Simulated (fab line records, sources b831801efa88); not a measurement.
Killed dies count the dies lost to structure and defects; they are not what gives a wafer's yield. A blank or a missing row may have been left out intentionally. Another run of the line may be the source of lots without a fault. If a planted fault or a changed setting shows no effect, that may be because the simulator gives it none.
Which tool did it? | flow gf180mcu | 14 lots with 42 wafers sampled at 4 steps, on a route of 602 steps

WHAT EACH GAUGE READ, for each wafer
GF_M3_OVL_MEAS_15.
lot  | measured     | on         | M3_OVL (nm)
L658 | day 21 07:17 | overlay-01 | -2 3 1
L660 | day 22 01:30 | overlay-01 | -7 1 3
L661 | day 22 12:19 | overlay-01 | -9 -4 -2
L662 | day 23 01:57 | overlay-02 | 1 -8 0
L663 | day 23 05:19 | overlay-01 | 0 6 -9
L665 | day 24 04:18 | overlay-02 | 7 0 10
L666 | day 24 08:09 | overlay-01 | 1 -5 4
L667 | day 24 13:10 | overlay-01 | 2 -1 -4
L668 | day 24 20:57 | overlay-02 | -6 -9 -6
L670 | day 25 14:59 | overlay-02 | 1 3 3
L675 | day 27 05:56 | overlay-02 | -1 3 1
L677 | day 27 17:07 | overlay-01 | 11 7 0
L678 | day 28 03:53 | overlay-02 | 3 -7 5
L680 | day 28 18:01 | overlay-02 | -1 3 -3

GF_V3_CD_MEAS_14 targets a cd of 260 nm.
lot  | measured     | on        | cd-nm (nm)
L658 | day 22 08:31 | cd-sem-01 | 262.3 262.8 262.4
L660 | day 23 02:10 | cd-sem-02 | 259.8 257.6 260.0
L661 | day 23 13:44 | cd-sem-02 | 259.9 261.2 260.6
L662 | day 24 02:26 | cd-sem-02 | 259.8 256.7 259.3
L663 | day 24 05:04 | cd-sem-02 | 258.8 256.7 258.4
L665 | day 25 04:08 | cd-sem-02 | 263.5 262.8 261.2
L666 | day 25 07:23 | cd-sem-02 | 261.5 261.0 260.8
L667 | day 25 13:19 | cd-sem-02 | 259.0 259.6 259.3
L668 | day 25 20:04 | cd-sem-02 | 262.2 259.6 262.0
L670 | day 26 13:29 | cd-sem-02 | 260.9 261.1 261.6
L675 | day 28 03:38 | cd-sem-02 | 260.4 259.8 260.6
L677 | day 28 14:08 | cd-sem-02 | 260.1 259.2 259.2
L678 | day 29 00:23 | cd-sem-02 | 259.9 259.1 259.2
L680 | day 29 14:38 | cd-sem-02 | 260.6 260.5 260.6

GF_V4_OVL_MEAS_15.
lot  | measured     | on         | V4_OVL (nm)
L658 | day 24 09:08 | overlay-01 | 0 -6 -4
L660 | day 25 03:12 | overlay-01 | -4 3 -13
L661 | day 25 13:33 | overlay-02 | -7 -5 -3
L662 | day 26 02:14 | overlay-02 | -3 -7 -5
L663 | day 26 03:55 | overlay-01 | 1 8 3
L665 | day 27 01:28 | overlay-01 | -5 -8 -11
L666 | day 27 05:16 | overlay-02 | 4 0 1
L667 | day 27 09:52 | overlay-01 | 9 1 6
L668 | day 27 16:25 | overlay-02 | -10 -3 -1
L670 | day 28 09:28 | overlay-02 | -5 -11 2
L675 | day 29 20:16 | overlay-01 | -6 -12 -6
L677 | day 30 07:07 | overlay-02 | -7 -6 -5
L678 | day 30 16:32 | overlay-01 | -4 -20 -9
L680 | day 31 05:34 | overlay-01 | 2 17 7

EACH LOT AND THE TOOL THAT RAN IT (in order: tool; ch and the chambers of the sampled wafers; start)
lot  | GF_CONTACT_CVD_02
L658 | pecvd-04 ch 0,1, day 15 02:59
L660 | pecvd-02 ch 0,1, day 15 17:43
L661 | pecvd-01 ch 0,1,2, day 16 06:28
L662 | pecvd-04 ch 0,2, day 16 16:47
L663 | pecvd-02 ch 1,2, day 16 23:21
L665 | pecvd-02 ch 1,2, day 17 22:43
L666 | pecvd-01 ch 0,1,2, day 18 02:30
L667 | pecvd-01 ch 0,2, day 18 07:44
L668 | pecvd-04 ch 0,2, day 18 17:18
L670 | pecvd-04 ch 1,2, day 19 11:08
L675 | pecvd-02 ch 0,1, day 21 08:13
L677 | pecvd-04 ch 0,1, day 21 21:26
L678 | pecvd-04 ch 0,1,2, day 22 09:08
L680 | pecvd-02 ch 1,2, day 23 00:47
- GF_CONTACT_CVD_02: deposits SiO2 from TEOS, target thk 860 nm, time 95.992 s.

WHAT THE TOOLS THEMSELVES READ (means of the sampled wafers that have a number; where no wafer has one, the mark that the record gives instead)
GF_CONTACT_CVD_02.
lot  | tool     | heater-power-w (W)
L658 | pecvd-04 | 601
L660 | pecvd-02 | 640
L661 | pecvd-01 | 545
L662 | pecvd-04 | 702
L663 | pecvd-02 | 708
L665 | pecvd-02 | 723
L666 | pecvd-01 | 588
L667 | pecvd-01 | 565
L668 | pecvd-04 | 712
L670 | pecvd-04 | 545
L675 | pecvd-02 | 645
L677 | pecvd-04 | 662
L678 | pecvd-04 | 651
L680 | pecvd-02 | 676

THE ANSWER, worked out from the rows above alone
Rule: the usual values come from the lots themselves. The widest of any qualifying gaps counts: lots, ordered by their means at a reading, are off when they make up no more than a third of the lots, leave a main group of 4 or more, and stand apart from it by 3 or more times the standard deviation of that group's means. A main group whose means are all the same, to the digits that the tables above print for the reading, isn't used. Also off: a lot with no number at a reading for which 4 or more lots have one. The other lots that the step has rows for count as sound. First the gauges in route order, then the tools' own readings, where a lot's mean is used as printed above. The first step at which some lot is off is used, and at that step the reading that is off furthest; a lot without a number counts as furthest.
Across all readings shown, no lot is off: no conclusion can be drawn from this.

WHAT HAD BEEN PUT IN BY THE SIMULATOR
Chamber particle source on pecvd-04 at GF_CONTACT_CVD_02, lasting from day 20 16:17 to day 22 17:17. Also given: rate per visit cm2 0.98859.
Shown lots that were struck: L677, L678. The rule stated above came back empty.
